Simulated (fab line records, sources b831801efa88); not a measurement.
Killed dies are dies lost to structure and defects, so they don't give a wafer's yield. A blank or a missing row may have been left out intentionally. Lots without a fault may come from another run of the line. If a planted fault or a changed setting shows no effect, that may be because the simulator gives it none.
One fault seen from 2 desks / flow gf180mcu / each desk has only its own numbers; what lay behind them comes last

AT THE METROLOGY DESK
Lot by lot, what the gauges showed, no matter which tool ran the lot: averages of those sampled wafers that carry a number. The brackets show how far a lot's mean lies from the usual mean; more than 4 standard deviations puts the lot out of limits, marked OUT.
Columns: A = PSD_RS at GF_PSD_RS_MEAS_15, usual 108.47 ohm/sq; B = SAB_CVD_00_THK at GF_SAB_THK_MEAS_01, usual 49.9 nm; C = cdNm at GF_SAB_CD_MEAS_09, usual 420.3 nm; D = SAB_OVL at GF_SAB_OVL_MEAS_10, usual 0.5 nm
lot=L101; first seen here=day 14 09:07; A=108.31; B=49.7; C=417.9; D=-1.0
lot=L112; first seen here=day 18 10:26; A=108.05; B=49.9; C=421.5; D=1.1
lot=L115; first seen here=day 19 02:44; A=108.58; B=50.9; C=418.5; D=0.2
lot=L114; first seen here=day 19 05:50; A=108.58; B=49.8; C=424.2; D=1.7
lot=L116; first seen here=day 19 18:58; A=108.32; B=50.0; C=418.3; D=0.1
lot=L124; first seen here=day 22 05:10; A=108.77; B=50.2; C=419.7; D=0.6
This desk's finding: nothing out of limits on any of the 6 lots.

TOOL OWNER'S DESK, rieDiel-02
The tool's own readings at GF_SAB_ETCH_11 (etches SiO2 in C4F8/O2/Ar, target depth 55 nm, time 8.5 s): means of the sampled wafers that have a number, for each lot that ran on this tool. The brackets show how far a lot's mean lies from the usual mean; more than 4 standard deviations puts the lot out of limits, marked OUT.
Columns: A = oesProductAu at GF_SAB_ETCH_11, usual 1.000 a.u.
lot=L112; first seen here=day 19 10:28; A=1.012
lot=L114; first seen here=day 20 06:37; A=1.008
lot=L116; first seen here=day 20 19:22; A=1.008
This desk's finding: nothing out of limits on any of the 3 lots.

BROUGHT TOGETHER
From the metrology desk's view, nothing was out of limits.
Nothing out of limits was seen by the tool owner's desk.

WHAT THE SIMULATOR HAD INSERTED
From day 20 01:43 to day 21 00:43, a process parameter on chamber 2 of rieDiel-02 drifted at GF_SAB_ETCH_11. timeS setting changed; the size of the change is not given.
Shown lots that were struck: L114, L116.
